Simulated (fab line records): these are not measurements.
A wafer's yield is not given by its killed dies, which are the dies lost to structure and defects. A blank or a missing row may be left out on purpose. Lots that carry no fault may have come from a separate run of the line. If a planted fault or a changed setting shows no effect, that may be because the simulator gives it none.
Matching of chambers :: flow sky130 :: SKY_PASSIVATION_CVD_02 on pecvd-02 has 3 sister chambers
The step deposits Si3N4, target thk 540 nm. 16 wafers are shown with their chamber, then 8 later ones without.

EACH WAFER AND ITS CHAMBER
wafer: L077.1
chamber: 2
heater power w (W): 793
heater power outer w (W): 481
rf fwd power W (W): 446.8

wafer: L077.5
chamber: 2
heater power w (W): 837
heater power outer w (W): 493
rf fwd power W (W): 445.4

wafer: L077.6
chamber: 0
heater power w (W): 774
heater power outer w (W): 470
rf fwd power W (W): 449.2

wafer: L078.2
chamber: 1
heater power w (W): 705
heater power outer w (W): 396
rf fwd power W (W): 450.9

wafer: L078.3
chamber: 0
heater power w (W): 742
heater power outer w (W): 447
rf fwd power W (W): 449.8

wafer: L078.5
chamber: 2
heater power w (W): 801
heater power outer w (W): 452
rf fwd power W (W): 449.6

wafer: L080.1
chamber: 0
heater power w (W): 759
heater power outer w (W): 488
rf fwd power W (W): 448.7

wafer: L080.3
chamber: 2
heater power w (W): 761
heater power outer w (W): 435
rf fwd power W (W): 448.4

wafer: L080.4
chamber: 0
heater power w (W): 810
heater power outer w (W): 491
rf fwd power W (W): 448.5

wafer: L083.2
chamber: 0
heater power w (W): 785
heater power outer w (W): 477
rf fwd power W (W): 448.6

wafer: L083.3
chamber: 1
heater power w (W): 766
heater power outer w (W): 459
rf fwd power W (W): 450.1

wafer: L083.4
chamber: 2
heater power w (W): 813
heater power outer w (W): 460
rf fwd power W (W): 447.9

wafer: L084.2
chamber: 2
heater power w (W): 849
heater power outer w (W): 502
rf fwd power W (W): 449.7

wafer: L084.4
chamber: 0
heater power w (W): 816
heater power outer w (W): 499
rf fwd power W (W): 446.7

wafer: L084.5
chamber: 1
heater power w (W): 724
heater power outer w (W): 414
rf fwd power W (W): 449.2

wafer: L091.1
chamber: 2
heater power w (W): 740
heater power outer w (W): 410
rf fwd power W (W): 451.6

SIGNATURES, as means of the wafers listed above
reading: heater power w
chamber 0: 781.00
chamber 1: 731.67
chamber 2: 799.14
scatter within a chamber: 34.2

reading: heater power outer w
chamber 0: 478.67
chamber 1: 423.00
chamber 2: 461.86
scatter within a chamber: 28.1

reading: rf fwd power W
chamber 0: 448.583
chamber 1: 450.067
chamber 2: 448.486
scatter within a chamber: 1.57
Rule: distance of a wafer from a chamber = root of the sum over the readings of ((wafer's reading minus chamber's mean) / reading's scatter) squared. The wafer belongs to the nearest chamber; if the next one is less than 2 further off, it can't be placed. The scatter: the root of (the sum of the squares of (reading less its chamber's mean) over the shown wafers, divided by (wafers less chambers)).

WAFERS WITHOUT THEIR CHAMBER
wafer: L091.4
heater power w (W): 750
heater power outer w (W): 437
rf fwd power W (W): 450.5

wafer: L091.5
heater power w (W): 762
heater power outer w (W): 450
rf fwd power W (W): 449.4

wafer: L094.1
heater power w (W): 790
heater power outer w (W): 454
rf fwd power W (W): 450.5

wafer: L094.5
heater power w (W): 818
heater power outer w (W): 483
rf fwd power W (W): 450.3

wafer: L094.6
heater power w (W): 806
heater power outer w (W): 502
rf fwd power W (W): 448.5

wafer: L095.1
heater power w (W): 818
heater power outer w (W): 474
rf fwd power W (W): 449.2

wafer: L095.3
heater power w (W): 756
heater power outer w (W): 479
rf fwd power W (W): 448.8

wafer: L095.4
heater power w (W): 852
heater power outer w (W): 500
rf fwd power W (W): 448.5

EACH ONE'S CHAMBER
wafer: L091.4
from the rows above: can't be placed: 1 or 2 or 0
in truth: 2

wafer: L091.5
from the rows above: can't be placed: 0 or 2 or 1
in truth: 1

wafer: L094.1
from the rows above: can't be placed: 2 or 0 or 1
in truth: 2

wafer: L094.5
from the rows above: can't be placed: 2 or 0 or 1
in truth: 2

wafer: L094.6
from the rows above: can't be placed: 0 or 2
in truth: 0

wafer: L095.1
from the rows above: can't be placed: 2 or 0
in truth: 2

wafer: L095.3
from the rows above: can't be placed: 0 or 2 or 1
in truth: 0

wafer: L095.4
from the rows above: can't be placed: 2 or 0
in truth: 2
Correct placement for 0 of the 8. Not placeable from these rows: 8 (in 8, the candidates include the true chamber). Number placed wrongly: 0.
